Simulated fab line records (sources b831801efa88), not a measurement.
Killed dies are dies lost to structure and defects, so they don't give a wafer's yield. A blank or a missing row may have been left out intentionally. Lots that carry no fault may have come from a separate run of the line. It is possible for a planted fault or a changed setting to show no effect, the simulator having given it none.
The tool behind it: which one? / flow gf180mcu / 12 lots, 36 wafers sampled, at 4 steps of a route of 602

== WHAT THE GAUGES READ, wafer by wafer ==
GF_VT_IMPLANT_TW_MEAS_10. Usual: VT_IMPLANT_TW typically reads 565, with standard deviation 5.2.
lot=L150; measured=day 5 21:52; on=film_metro-01; VT_IMPLANT_TW=566 565 564; flag=
lot=L152; measured=day 6 02:33; on=film_metro-04; VT_IMPLANT_TW=571 569 571; flag=
lot=L153; measured=day 6 06:24; on=film_metro-02; VT_IMPLANT_TW=565 564 563; flag=
lot=L155; measured=day 7 02:31; on=film_metro-01; VT_IMPLANT_TW=570 569 572; flag=
lot=L158; measured=day 8 01:19; on=film_metro-01; VT_IMPLANT_TW=569 570 568; flag=
lot=L159; measured=day 8 04:33; on=film_metro-02; VT_IMPLANT_TW=557 558 562; flag=
lot=L161; measured=day 8 14:33; on=film_metro-01; VT_IMPLANT_TW=569 572 569; flag=
lot=L164; measured=day 9 11:48; on=film_metro-02; VT_IMPLANT_TW=555 555 556; flag=
lot=L167; measured=day 10 03:13; on=film_metro-02; VT_IMPLANT_TW=558 551 555; flag=
lot=L168; measured=day 10 08:30; on=film_metro-04; VT_IMPLANT_TW=566 567 569; flag=
lot=L170; measured=day 10 17:38; on=film_metro-04; VT_IMPLANT_TW=568 568 565; flag=
lot=L173; measured=day 11 10:01; on=film_metro-02; VT_IMPLANT_TW=564 557 562; flag=

GF_VT_IMPLANT_RS_MEAS_48: uses a four-point probe to measure. Usual: LVPWELL_RS typically reads 1197 ohm/sq, with standard deviation 3.4.
lot=L150; measured=day 7 22:26; on=film_metro-03; LVPWELL_RS (ohm/sq)=1196 1200 1197; flag=
lot=L152; measured=day 8 02:30; on=film_metro-03; LVPWELL_RS (ohm/sq)=1197 1192 1198; flag=
lot=L153; measured=day 8 05:40; on=film_metro-04; LVPWELL_RS (ohm/sq)=1194 1199 1198; flag=
lot=L155; measured=day 9 04:06; on=film_metro-02; LVPWELL_RS (ohm/sq)=1197 1194 1195; flag=
lot=L158; measured=day 10 04:47; on=film_metro-02; LVPWELL_RS (ohm/sq)=1199 1201 1196; flag=
lot=L159; measured=day 10 08:46; on=film_metro-02; LVPWELL_RS (ohm/sq)=1202 1201 1202; flag=
lot=L161; measured=day 10 18:42; on=film_metro-02; LVPWELL_RS (ohm/sq)=1198 1200 1200; flag=
lot=L164; measured=day 11 18:24; on=film_metro-03; LVPWELL_RS (ohm/sq)=1197 1199 1195; flag=
lot=L167; measured=day 12 09:21; on=film_metro-03; LVPWELL_RS (ohm/sq)=1200 1198 1199; flag=
lot=L168; measured=day 12 14:55; on=film_metro-02; LVPWELL_RS (ohm/sq)=1195 1194 1195; flag=
lot=L170; measured=day 13 02:07; on=film_metro-04; LVPWELL_RS (ohm/sq)=1188 1189 1188; flag=
lot=L173; measured=day 13 21:08; on=film_metro-02; LVPWELL_RS (ohm/sq)=1192 1192 1193; flag=

== WHAT TOOL EACH LOT RAN ON (gives the tool, then ch and the chambers of the sampled wafers, and finally the start) ==
lot=L150; GF_NWELL_COAT_02=litho_track-04 ch 0, day 3 07:01; GF_NWELL_STRIP_10=plasma_asher-04 ch 0,1, day 3 12:53
lot=L152; GF_NWELL_COAT_02=litho_track-04 ch 0, day 3 11:49; GF_NWELL_STRIP_10=plasma_asher-02 ch 0,1, day 3 18:44
lot=L153; GF_NWELL_COAT_02=litho_track-04 ch 0, day 3 14:37; GF_NWELL_STRIP_10=plasma_asher-03 ch 0,1, day 3 21:50
lot=L155; GF_NWELL_COAT_02=litho_track-03 ch 0, day 4 07:55; GF_NWELL_STRIP_10=plasma_asher-02 ch 0,1, day 4 15:11
lot=L158; GF_NWELL_COAT_02=litho_track-02 ch 0, day 5 02:14; GF_NWELL_STRIP_10=plasma_asher-04 ch 0,1, day 5 09:22
lot=L159; GF_NWELL_COAT_02=litho_track-04 ch 0, day 5 06:40; GF_NWELL_STRIP_10=plasma_asher-04 ch 0,1, day 5 13:51
lot=L161; GF_NWELL_COAT_02=litho_track-02 ch 0, day 5 15:13; GF_NWELL_STRIP_10=plasma_asher-04 ch 0,1, day 5 23:09
lot=L164; GF_NWELL_COAT_02=litho_track-02 ch 0, day 6 09:42; GF_NWELL_STRIP_10=plasma_asher-04 ch 0,1, day 6 17:42
lot=L167; GF_NWELL_COAT_02=litho_track-02 ch 0, day 6 23:18; GF_NWELL_STRIP_10=plasma_asher-04 ch 0,1, day 7 07:53
lot=L168; GF_NWELL_COAT_02=litho_track-04 ch 0, day 7 03:09; GF_NWELL_STRIP_10=plasma_asher-02 ch 1, day 7 11:35
lot=L170; GF_NWELL_COAT_02=litho_track-04 ch 0, day 7 12:21; GF_NWELL_STRIP_10=plasma_asher-04 ch 0,1, day 7 21:26
lot=L173; GF_NWELL_COAT_02=litho_track-02 ch 0, day 8 03:17; GF_NWELL_STRIP_10=plasma_asher-03 ch 0,1, day 8 11:24
- GF_NWELL_COAT_02: resist thk 3000 nm.
- GF_NWELL_STRIP_10: strips in O2/N2.

== AS READ BY THE TOOLS THEMSELVES (means over the sampled wafers that have a number; for cases with no such wafer, the mark the record gives instead) ==
GF_NWELL_COAT_02. Usual: chill_plate_temp_C 22.99 C, standard deviation 0.11; resist_line_temp_C 23.00 C, standard deviation 0.1.
lot=L150; tool=litho_track-04; chill_plate_temp_C (C)=22.96; resist_line_temp_C (C)=22.99; flag=
lot=L152; tool=litho_track-04; chill_plate_temp_C (C)=22.87; resist_line_temp_C (C)=22.93; flag=
lot=L153; tool=litho_track-04; chill_plate_temp_C (C)=22.81; resist_line_temp_C (C)=22.98; flag=
lot=L155; tool=litho_track-03; chill_plate_temp_C (C)=23.08; resist_line_temp_C (C)=22.97; flag=
lot=L158; tool=litho_track-02; chill_plate_temp_C (C)=22.95; resist_line_temp_C (C)=23.05; flag=
lot=L159; tool=litho_track-04; chill_plate_temp_C (C)=22.99; resist_line_temp_C (C)=22.92; flag=
lot=L161; tool=litho_track-02; chill_plate_temp_C (C)=22.86; resist_line_temp_C (C)=23.18; flag=
lot=L164; tool=litho_track-02; chill_plate_temp_C (C)=23.12; resist_line_temp_C (C)=22.90; flag=
lot=L167; tool=litho_track-02; chill_plate_temp_C (C)=23.09; resist_line_temp_C (C)=23.02; flag=
lot=L168; tool=litho_track-04; chill_plate_temp_C (C)=23.08; resist_line_temp_C (C)=22.99; flag=
lot=L170; tool=litho_track-04; chill_plate_temp_C (C)=23.09; resist_line_temp_C (C)=23.00; flag=
lot=L173; tool=litho_track-02; chill_plate_temp_C (C)=23.04; resist_line_temp_C (C)=23.01; flag=

GF_NWELL_STRIP_10. Usual: chamber_pressure_mTorr 1500.1 mTorr, standard deviation 1.4; drypump_motor_current_A 5.8 A, standard deviation 0.41; heater_power_w 315 W, standard deviation 43; oes_product_au 0.722 a.u., standard deviation 0.0047; strip_time_to_endpoint_s 36.97 s, standard deviation 0.083.
lot=L150; tool=plasma_asher-04; chamber_pressure_mTorr (mTorr)=1501.3; drypump_motor_current_A (A)=5.8; heater_power_w (W)=329; oes_product_au (a.u.)=0.723; strip_time_to_endpoint_s (s)=37.06; flag=
lot=L152; tool=plasma_asher-02; chamber_pressure_mTorr (mTorr)=1500.6; drypump_motor_current_A (A)=5.9; heater_power_w (W)=351; oes_product_au (a.u.)=0.720; strip_time_to_endpoint_s (s)=36.96; flag=
lot=L153; tool=plasma_asher-03; chamber_pressure_mTorr (mTorr)=1501.9; drypump_motor_current_A (A)=5.6; heater_power_w (W)=271; oes_product_au (a.u.)=0.721; strip_time_to_endpoint_s (s)=36.86; flag=
lot=L155; tool=plasma_asher-02; chamber_pressure_mTorr (mTorr)=1499.3; drypump_motor_current_A (A)=5.9; heater_power_w (W)=354; oes_product_au (a.u.)=0.720; strip_time_to_endpoint_s (s)=37.10; flag=
lot=L158; tool=plasma_asher-04; chamber_pressure_mTorr (mTorr)=1499.5; drypump_motor_current_A (A)=5.6; heater_power_w (W)=341; oes_product_au (a.u.)=0.724; strip_time_to_endpoint_s (s)=36.94; flag=
lot=L159; tool=plasma_asher-04; chamber_pressure_mTorr (mTorr)=1500.8; drypump_motor_current_A (A)=5.8; heater_power_w (W)=328; oes_product_au (a.u.)=0.725; strip_time_to_endpoint_s (s)=36.98; flag=
lot=L161; tool=plasma_asher-04; chamber_pressure_mTorr (mTorr)=1498.8; drypump_motor_current_A (A)=5.6; heater_power_w (W)=344; oes_product_au (a.u.)=0.724; strip_time_to_endpoint_s (s)=37.01; flag=
lot=L164; tool=plasma_asher-04; chamber_pressure_mTorr (mTorr)=1499.5; drypump_motor_current_A (A)=5.6; heater_power_w (W)=342; oes_product_au (a.u.)=0.726; strip_time_to_endpoint_s (s)=36.98; flag=
lot=L167; tool=plasma_asher-04; chamber_pressure_mTorr (mTorr)=1499.6; drypump_motor_current_A (A)=5.6; heater_power_w (W)=336; oes_product_au (a.u.)=0.723; strip_time_to_endpoint_s (s)=36.95; flag=
lot=L168; tool=plasma_asher-02; chamber_pressure_mTorr (mTorr)=1500.1; drypump_motor_current_A (A)=5.6; heater_power_w (W)=350; oes_product_au (a.u.)=0.722; strip_time_to_endpoint_s (s)=36.24; flag=OFF
lot=L170; tool=plasma_asher-04; chamber_pressure_mTorr (mTorr)=1499.6; drypump_motor_current_A (A)=5.8; heater_power_w (W)=329; oes_product_au (a.u.)=0.724; strip_time_to_endpoint_s (s)=36.35; flag=OFF
lot=L173; tool=plasma_asher-03; chamber_pressure_mTorr (mTorr)=1501.0; drypump_motor_current_A (A)=6.0; heater_power_w (W)=250; oes_product_au (a.u.)=0.719; strip_time_to_endpoint_s (s)=36.92; flag=

== THE ANSWER, worked out from the rows above alone ==
Rule: take the mean of a lot's wafers that have a number; if it is more than 3 standard deviations from the usual mean, the lot is off. Also off: a lot with no number at a reading for which 4 or more lots have one. All remaining lots with rows at the step are treated as sound. First the gauges in route order, then the tools' own readings, where a lot's mean is used as printed above. The first step at which some lot is off is used, and at that step the reading that is off furthest; a lot without a number counts as furthest.
Off, at GF_NWELL_STRIP_10 on strip_time_to_endpoint_s: L168, L170.
If a tool, at that step or one of the process steps before it, ran each lot that is off and ran no sound lot following the first of them, it fits. One fits: litho_track-04 at GF_NWELL_COAT_02. A fault onset in the window from L159 (day 5 06:40, its last sound lot) to L168 (day 7 03:09, its first lot off) fits.

== WHAT THE SIMULATOR HAD INSERTED ==
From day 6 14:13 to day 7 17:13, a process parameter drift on litho_track-04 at GF_NWELL_COAT_02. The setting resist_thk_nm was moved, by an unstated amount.
Struck lots among those shown: L168, L170. Same finding as the rule above.
